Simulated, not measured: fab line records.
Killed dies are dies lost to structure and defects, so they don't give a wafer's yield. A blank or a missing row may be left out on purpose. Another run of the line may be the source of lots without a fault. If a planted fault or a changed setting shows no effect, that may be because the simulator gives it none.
fab line records -- flow sky130
record lots=5, wafers=15, last-day=49
route steps=708 shown LDD_HVN@277 LDD_HVP@278
lots that met no fault: from a run of the same line without faults
start-h: the number of hours between the record's first day and the start of the first shown wafer of the lot -- wait-h: how many hours have passed since the lot's step before this one -- " identical to the entry in the row above -- L1.1+2: a single row standing in for several wafers -- - no value, or no start given -- * or withheld: withheld -- < > ~ a bound
route shown NAME@n: names a module that has steps shown in the file, with the first one's number in the route -- usual: mean and standard deviation over wafers with no fault -- same: alike in all rows -- chamber/n: place in a boat -- sites: the reading at each site -- _std_site: standard deviation of those values -- _edge_site: inner sites' mean taken away from outer sites' mean -- radius-mm: for every site, how far away it sits from the centre of the wafer -- mask NAME#n: copy n -- behind: the tool/chamber that last shaped the wafer -- hold: cause of the lot's hold/its duration in hours/its outcome -- device: which transistor (n, p or np) failed to switch -- end of line: the route-end tests of the same wafers -- for a step that has no rows: nothing shown but its recipe -- killed: dies lost to structure and defects at the first sort, not the wafer's yield -- map: a wafer's dies, marking killed ones x, the rest . and places with no die _
set.NAME: the run value of the setting; set.NAME@STEP: its run value at that earlier step -- model.NAME: the simulator's own value behind a step, which no gauge read
lots at selected steps of the route; one table per step, one row per wafer
services: the hour from which a tool's chamber was out of use, counted from the record's first day as start-h (under 0 if before that day), plus the number of hours and why
## steps
# step SKY_LDD_HVN_TW_MEAS_10
# usual LDD_HVN_TW=1431/12
lot.wafer,tool,chamber,start-h,wait-h,LDD_HVN_TW
L078.2,film-metro-01,-,520.59,0.1,1432
L078.3,film-metro-01,-,520.59,0.1,1424
L078.5,film-metro-01,-,520.59,0.1,1416
L085.1,film-metro-04,-,588.57,0.1,1441
L085.3,film-metro-04,-,588.57,0.1,1443
L085.5,film-metro-04,-,588.57,0.1,1440
L086.1,film-metro-02,-,589.23,0.1,1413
L086.4,film-metro-02,-,589.23,0.1,1410
L086.5,film-metro-02,-,589.23,0.1,1405
L088.1,film-metro-01,-,605.43,0.1,1425
L088.2,film-metro-01,-,605.43,0.1,1421
L088.4,film-metro-01,-,605.43,0.1,1423
L089.1,film-metro-02,-,613.43,0.1,1401
L089.2,film-metro-02,-,613.43,0.1,1422
L089.5,film-metro-02,-,613.43,0.1,1414
# step SKY_LDD_HVP_DEHYDRATE_00
# recipe temp-c=200, time-s=60
lot.wafer,tool,chamber,start-h,wait-h
L078.2+3+5,litho-track-02,0,534.91,14.3
L085.1+3+5,litho-track-03,0,602.45,13.9
L086.1+4+5,litho-track-03,0,603.65,14.4
L088.1+2+4,litho-track-04,0,618.99,13.6
L089.1+2+5,litho-track-02,0,627.13,13.7
# step SKY_LDD_HVP_HMDS_01
# recipe prime-time-s=60, prime-temp-c=120
lot.wafer,tool,chamber,start-h,wait-h
L078.2+3+5,litho-track-02,0,535.06,0.1
L085.1+3+5,litho-track-03,0,602.60,0.1
L086.1+4+5,litho-track-03,0,603.80,0.1
L088.1+2+4,litho-track-04,0,619.14,0.1
L089.1+2+5,litho-track-02,0,627.28,0.1
# step SKY_LDD_HVP_COAT_02
# recipe resist=NOVOLAK, spin-rpm=3000, resist-thk-nm=300
lot.wafer,tool,chamber,start-h,wait-h
L078.2+3+5,litho-track-02,0,535.21,0.1
L085.1+3+5,litho-track-03,0,602.75,0.1
L086.1+4+5,litho-track-03,0,603.95,0.1
L088.1+2+4,litho-track-04,0,619.29,0.1
L089.1+2+5,litho-track-02,0,627.43,0.1
# step SKY_LDD_HVP_SOFTBAKE_03
# recipe temp-c=90, time-s=60, resist=NOVOLAK
lot.wafer,tool,chamber,start-h,wait-h
L078.2+3+5,litho-track-02,0,535.36,0.1
L085.1+3+5,litho-track-03,0,602.90,0.1
L086.1+4+5,litho-track-03,0,604.10,0.1
L088.1+2+4,litho-track-04,0,619.44,0.1
L089.1+2+5,litho-track-02,0,627.58,0.1
# step SKY_LDD_HVP_EXPOSE_04
# recipe mask-id=HVPTM, na=0.6, source-shape=conventional, sigma-outer=0.6, polarization=unpolarized, target-cd-nm=700, dose-mj=86
# usual exposure-dose-mJ-cm2=85.99/0.089
# same na=0.6
lot.wafer,tool,chamber,start-h,wait-h,mask,exposure-dose-mJ-cm2
L078.2,iline-stepper-02,0,-,-,HVPTM#0,85.84
L078.3,iline-stepper-02,0,-,-,HVPTM#0,85.84
L078.5,iline-stepper-02,0,-,-,HVPTM#0,85.75
L085.1,iline-stepper-02,0,-,-,HVPTM#0,85.92
L085.3,iline-stepper-02,0,-,-,HVPTM#0,86.00
L085.5,iline-stepper-02,0,-,-,HVPTM#0,85.90
L086.1,iline-stepper-01,0,-,-,HVPTM#0,86.02
L086.4,iline-stepper-01,0,-,-,HVPTM#0,86.00
L086.5,iline-stepper-01,0,-,-,HVPTM#0,85.95
L088.1,iline-stepper-02,0,-,-,HVPTM#0,85.93
L088.2,iline-stepper-02,0,-,-,HVPTM#0,85.95
L088.4,iline-stepper-02,0,-,-,HVPTM#0,85.97
L089.1,iline-stepper-02,0,-,-,HVPTM#0,86.10
L089.2,iline-stepper-02,0,-,-,HVPTM#0,86.01
L089.5,iline-stepper-02,0,-,-,HVPTM#0,86.11
# step SKY_LDD_HVP_PEB_05
# recipe temp-c=withheld, time-s=*, resist=NOVOLAK
lot.wafer,tool,chamber,start-h,wait-h
L078.2+3+5,litho-track-04,0,-,-
L085.1+3+5,litho-track-03,0,-,-
L086.1+4+5,litho-track-04,0,-,-
L088.1+2+4,litho-track-02,0,-,-
L089.1+2+5,litho-track-03,0,-,-
# step SKY_LDD_HVP_DEVELOP_06
# recipe resist=NOVOLAK, developer=TMAH, develop-time-s=60, dev-temp-c=23
lot.wafer,tool,chamber,start-h,wait-h
L078.2+3+5,litho-track-04,0,550.22,0.1
L085.1+3+5,litho-track-03,0,617.15,0.1
L086.1+4+5,litho-track-04,0,618.24,0.1
L088.1+2+4,litho-track-02,0,634.48,0.1
L089.1+2+5,litho-track-03,0,642.30,0.1
## services
tool,chamber,start-h,hours,kind
iline-stepper-02,-,579.29,2.3,repair
iline-stepper-02,-,594.28,4.5,repair
iline-stepper-02,-,599.93,2.1,pm
iline-stepper-02,-,602.02,-,consumable-replace:lamp
iline-stepper-02,-,633.32,4.9,repair
## key
fault none
